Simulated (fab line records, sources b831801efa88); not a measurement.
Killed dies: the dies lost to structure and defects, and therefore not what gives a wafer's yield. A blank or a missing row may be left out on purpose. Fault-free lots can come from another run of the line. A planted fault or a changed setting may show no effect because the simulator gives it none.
Which tool is to blame?	flow sky130	Sampling: 14 lots, 42 wafers, 3 of 708 route steps

## WHAT THE GAUGES READ, wafer by wafer
SKY_NWELL_RS_MEAS_29: uses a four-point probe to measure.
lot	measured	on	NWELL_RS (ohm/sq)
L972	day 5 12:23	film_metro-02	624.7 623.9 625.5
L973	day 5 19:22	film_metro-02	623.4 625.1 622.7
L974	day 5 22:56	film_metro-03	624.6 625.4 624.5
L975	day 6 10:10	film_metro-02	621.9 623.5 624.9
L978	day 7 02:53	film_metro-01	624.8 623.2 623.1
L979	day 7 07:37	film_metro-03	624.6 625.0 624.3
L980	day 7 13:58	film_metro-03	622.3 623.7 625.8
L981	day 7 20:16	film_metro-01	669.4 668.8 668.1
L982	day 8 02:34	film_metro-02	668.4 668.8 667.6
L986	day 9 01:28	film_metro-03	623.9 623.9 625.7
L990	day 10 00:16	film_metro-01	624.1 626.7 625.3
L992	day 10 17:43	film_metro-01	621.3 621.8 623.8
L993	day 11 03:15	film_metro-01	623.5 623.3 622.3
L994	day 11 02:29	film_metro-02	626.8 627.3 627.0

## WHAT TOOL EACH LOT RAN ON (gives the tool, then ch and the chambers of the sampled wafers, and finally the start)
lot	SKY_FIELD_ISO_ETCH_14	SKY_NWELL_IMPLANT_12
L972	rie_diel-03 ch 0,2, day 2 10:12	implanter-04 ch 0, day 4 18:05
L973	rie_diel-02 ch 0,1,3, day 2 14:14	implanter-03 ch 0, day 5 00:09
L974	rie_diel-03 ch 0,1,3, day 2 19:56	implanter-04 ch 0, day 5 03:56
L975	rie_diel-01 ch 1,2,3, day 3 03:32	implanter-03 ch 0, day 5 14:54
L978	rie_diel-03 ch 1,3, day 3 16:41	implanter-04 ch 0, day 6 07:06
L979	rie_diel-01 ch 0,2, day 3 21:47	implanter-02 ch 0, day 6 11:13
L980	rie_diel-03 ch 0,1, day 4 03:08	implanter-03 ch 0, day 6 18:00
L981	rie_diel-03 ch 0,1,2, day 4 09:15	implanter-03, day 6 23:40
L982	rie_diel-03 ch 2,3, day 4 14:13	implanter-03, day 7 05:24
L986	rie_diel-02 ch 0,2, day 5 11:06	implanter-03 ch 0, day 8 04:45
L990	rie_diel-03 ch 1,3, day 6 07:26	implanter-02 ch 0, day 9 02:42
L992	rie_diel-02 ch 2,3, day 6 18:11	implanter-03 ch 0, day 9 18:45
L993	rie_diel-03 ch 1,3, day 7 00:54	implanter-04 ch 0, day 10 03:19
L994	rie_diel-01 ch 1,2,3, day 7 04:59	implanter-03 ch 0, day 10 03:11
- SKY_FIELD_ISO_ETCH_14: etches BARC in N2/H2, stops on SiO2, time 45.9 s, target depth 60 nm.
- SKY_NWELL_IMPLANT_12

## AS READ BY THE TOOLS THEMSELVES (means over the sampled wafers that have a number; for cases with no such wafer, the mark the record gives instead)
SKY_FIELD_ISO_ETCH_14.
lot	tool	bias_w (W)	drypump_motor_current_A (A)	h2_flow_sccm (sccm)	oes_product_au (a.u.)	throttle_valve_pct (%)
L972	rie_diel-03	99.81	6.5	199.4	0.854	13.227
L973	rie_diel-02	100.26	5.7	200.4	0.856	13.215
L974	rie_diel-03	100.11	6.0	199.3	0.852	13.232
L975	rie_diel-01	99.86	5.9	200.6	0.857	13.233
L978	rie_diel-03	99.74	5.9	199.5	0.852	13.227
L979	rie_diel-01	100.16	5.9	200.1	0.860	13.226
L980	rie_diel-03	99.95	6.1	200.1	0.856	13.228
L981	rie_diel-03	100.15	6.0	200.2	0.857	13.230
L982	rie_diel-03	99.97	6.3	200.5	0.856	13.216
L986	rie_diel-02	100.00	5.9	200.2	0.854	13.226
L990	rie_diel-03	99.88	6.0	200.5	0.853	13.226
L992	rie_diel-02	100.21	6.1	200.7	0.855	13.219
L993	rie_diel-03	99.81	5.4	200.5	0.857	13.225
L994	rie_diel-01	100.42	5.9	199.6	0.859	13.222

SKY_NWELL_IMPLANT_12.
lot	tool	beam_energy_keV	beam_on_s (s)
L972	implanter-04	120.00	9.96
L973	implanter-03	119.96	10.35
L974	implanter-04	120.01	10.01
L975	implanter-03	119.97	9.98
L978	implanter-04	120.05	9.99
L979	implanter-02	119.99	9.98
L980	implanter-03	119.97	9.90
L981	implanter-03	-	-
L982	implanter-03	-	-
L986	implanter-03	119.95	9.90
L990	implanter-02	119.97	10.23
L992	implanter-03	119.99	9.98
L993	implanter-04	120.02	10.20
L994	implanter-03	119.96	9.93

## THE ANSWER, worked out from the rows above alone
Rule: the lots themselves supply what counts as usual. Put in order of their means at a reading, lots are off if they are a third of the lots or fewer, leave a main group of 4 or more, and stand apart from it by a gap of 3 or more times the standard deviation of the main group's means; of several such gaps the widest counts. If all means in a main group match to the digits the tables above print for the reading, that group is not used. Also off: a lot with no number at a reading for which 4 or more lots have one. Any other lot the step has rows for is counted as sound. The gauges are gone through in route order, then the tools' own readings, and for those a lot's mean is taken as printed above. The first step at which some lot is off is used, and at that step the reading that is off furthest; a lot without a number counts as furthest.
Off: L981, L982, at SKY_NWELL_RS_MEAS_29 (NWELL_RS). The main group has a mean of 624.3 ohm/sq with a standard deviation of 1.2.
If a tool, at a process step before that reading, ran all the lots that are off and no sound lot after the first of them, it fits. The gauges at SKY_NWELL_RS_MEAS_29 aren't tried: what is off there is off at SKY_NWELL_IMPLANT_12 too, on other tools, and a gauge's error can't cause that. Not one of the candidates tried fits.

## WHAT WAS PUT IN BY THE SIMULATOR
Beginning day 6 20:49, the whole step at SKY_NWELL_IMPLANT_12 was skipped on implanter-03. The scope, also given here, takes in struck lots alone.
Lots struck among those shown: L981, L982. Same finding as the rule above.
